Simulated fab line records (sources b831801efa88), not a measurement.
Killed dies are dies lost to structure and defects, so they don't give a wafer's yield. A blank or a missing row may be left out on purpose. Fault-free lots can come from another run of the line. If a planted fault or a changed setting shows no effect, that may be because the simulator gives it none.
A struck lot beside a sound one -- flow gf180mcu -- 34 out of 602 route steps
Sound: the wafers L780.2, L780.4, L780.5. Struck: wafers L793.1, L793.2, L793.5. The cause is named last.
At each step with rows: each side's tool, then ch and its chambers, then its first start. Under that, the readings that differ: sound wafers -- struck wafers -- difference of the means -- sigmas: that difference in standard deviations of wafers without a fault.
alike: readings whose means differ by less than 2 such deviations, and words and numbers that are the same on both sides. not compared: withheld readings, readings that some wafer has no value for, bounds like >300 that may hide the same value, and numbers for which the record gives no deviation and whose values overlap.
A row with sigmas, a row that says differs or no value, or rows on one side alone: a step with any of these is where the two part. When numbers do not overlap yet have no deviation, they are printed without sigmas and do not part them. A reading missing from all wafers of one side parts the sides only when that side holds two or more wafers.

first, 1 step without rows for these wafers: GF_HV_LDD_IMPLANT_21.
GF_HV_LDD_STRIP_22: strips in O2/N2.
  sound on plasma_asher-04 ch 0,1, day 11 07:14; struck on plasma_asher-04 ch 0,1, day 15 15:29
  alike: drypump_motor_current_A, heater_power_w, oes_product_au, platen_temp_c, strip_time_to_endpoint_s
  not compared: rf_hours_counter_h
GF_HV_LDD_TW_MEAS_23:
  struck on film_metro-03, day 15 15:35; sound on film_metro-04, day 11 07:20
reading,sound,struck,difference,sigmas
HV_LDD_2_TW,1057 1055 1053,1073 1076 1074,+19,+2
then, 7 steps without rows for these wafers: GF_HV_LDD_DEHYDRATE_24 (time 60 s); GF_HV_LDD_HMDS_25 (prime time 60 s); GF_HV_LDD_COAT_26 (resist thk 1000 nm); GF_HV_LDD_SOFTBAKE_27 (time 60 s); GF_HV_LDD_EXPOSE_28 (exposes mask Nplus HV AREA, target cd 400 nm); GF_HV_LDD_PEB_29; GF_HV_LDD_DEVELOP_30 (develop time 60 s).
GF_HV_LDD_CD_MEAS_31: the cd target is 400 nm.
  struck on cd_sem-02, day 16 14:19; sound on cd_sem-01, day 12 01:29
  alike: cd_nm
GF_HV_LDD_OVL_MEAS_32:
  struck on overlay-02, day 16 14:26; sound on overlay-01, day 12 01:36
  alike: HV_LDD_02_OVL
GF_HV_LDD_IMPLANT_33:
  sound on implanter-04 ch 0, day 12 01:40; struck on implanter-04, day 16 14:28
  no value came back on the struck wafers for beam_energy_keV, beam_on_s (s); on the sound wafers beam_energy_keV reads 59.967 59.986 59.952
then, 3 steps without rows for these wafers: GF_HV_LDD_IMPLANT_34; GF_HV_LDD_IMPLANT_35; GF_HV_LDD_IMPLANT_36.
GF_HV_LDD_STRIP_37: strips in O2/N2.
  sound on plasma_asher-02 ch 0,1, day 12 02:14; struck on plasma_asher-01 ch 0,1, day 16 15:04
  alike: drypump_motor_current_A, heater_power_w, oes_product_au, platen_temp_c, strip_time_to_endpoint_s
  not compared: rf_hours_counter_h
GF_HV_LDD_TW_MEAS_38:
  struck on film_metro-03, day 16 15:10; sound on film_metro-01, day 12 02:20
reading,sound,struck,difference,sigmas
HV_LDD_3_TW,1439 1438 1437,1309 1306 1314,-128,-12
then, 7 steps without rows for these wafers: GF_HV_LDD_DEHYDRATE_39 (time 60 s); GF_HV_LDD_HMDS_40 (prime time 60 s); GF_HV_LDD_COAT_41 (resist thk 1000 nm); GF_HV_LDD_SOFTBAKE_42 (time 60 s); GF_HV_LDD_EXPOSE_43 (exposes mask Pplus HV AREA, target cd 400 nm); GF_HV_LDD_PEB_44; GF_HV_LDD_DEVELOP_45 (develop time 60 s).
GF_HV_LDD_CD_MEAS_46: the cd target is 400 nm.
  struck on cd_sem-01, day 17 14:16; sound on cd_sem-02, day 12 21:26
reading,sound,struck,difference,sigmas
cd_nm (nm),394.5 393.7 394.1,401.7 400.1 400.3,+6.6,+3
GF_HV_LDD_OVL_MEAS_47:
  struck on overlay-02, day 17 14:23; sound on overlay-01, day 12 21:32
  alike: HV_LDD_03_OVL
then, 1 step without rows for these wafers: GF_HV_LDD_IMPLANT_48.
GF_HV_LDD_STRIP_49: strips in O2/N2.
  sound on plasma_asher-02 ch 0,1, day 12 21:43; struck on plasma_asher-02 ch 0,1, day 17 14:34
  alike: drypump_motor_current_A, heater_power_w, oes_product_au, platen_temp_c, strip_time_to_endpoint_s
  not compared: rf_hours_counter_h
GF_HV_LDD_TW_MEAS_50:
  struck on film_metro-03, day 17 14:40; sound on film_metro-01, day 12 21:49
  alike: HV_LDD_4_TW
then, 1 step without rows for these wafers: GF_HV_LDD_CLEAN_51 (cleans in SC1/SC2, time 150 s).
GF_HV_LDD_RTA_52: time 10 s.
  sound on rtp_anneal-02 ch 0, day 12 21:56; struck on rtp_anneal-01 ch 0, day 17 14:47
reading,sound,struck,difference,sigmas
lamp_power_pct (%),34.4 34.4 34.4,36.5 36.4 36.5,+2.1,+2
  alike: wafer_temp_C_max
GF_HV_LDD_RS_MEAS_53: the measuring method here is four-point-probe.
  struck on film_metro-03, day 17 14:50; sound on film_metro-04, day 12 22:01
reading,sound,struck,difference,sigmas
HV_LDD_RS (ohm/sq),419.4 419.3 419.6,441.4 440.2 440.4,+21.2,+23
then, 1 step without rows for these wafers: GF_HV_LDD_CVD_54 (deposits SiO2 from TEOS, target thk 10 nm, time 75 s).

## WHERE THEY PART
At GF_HV_LDD_TW_MEAS_23 first; at GF_HV_LDD_RS_MEAS_53 last (within this record only).

WHY: whatever the simulator had introduced
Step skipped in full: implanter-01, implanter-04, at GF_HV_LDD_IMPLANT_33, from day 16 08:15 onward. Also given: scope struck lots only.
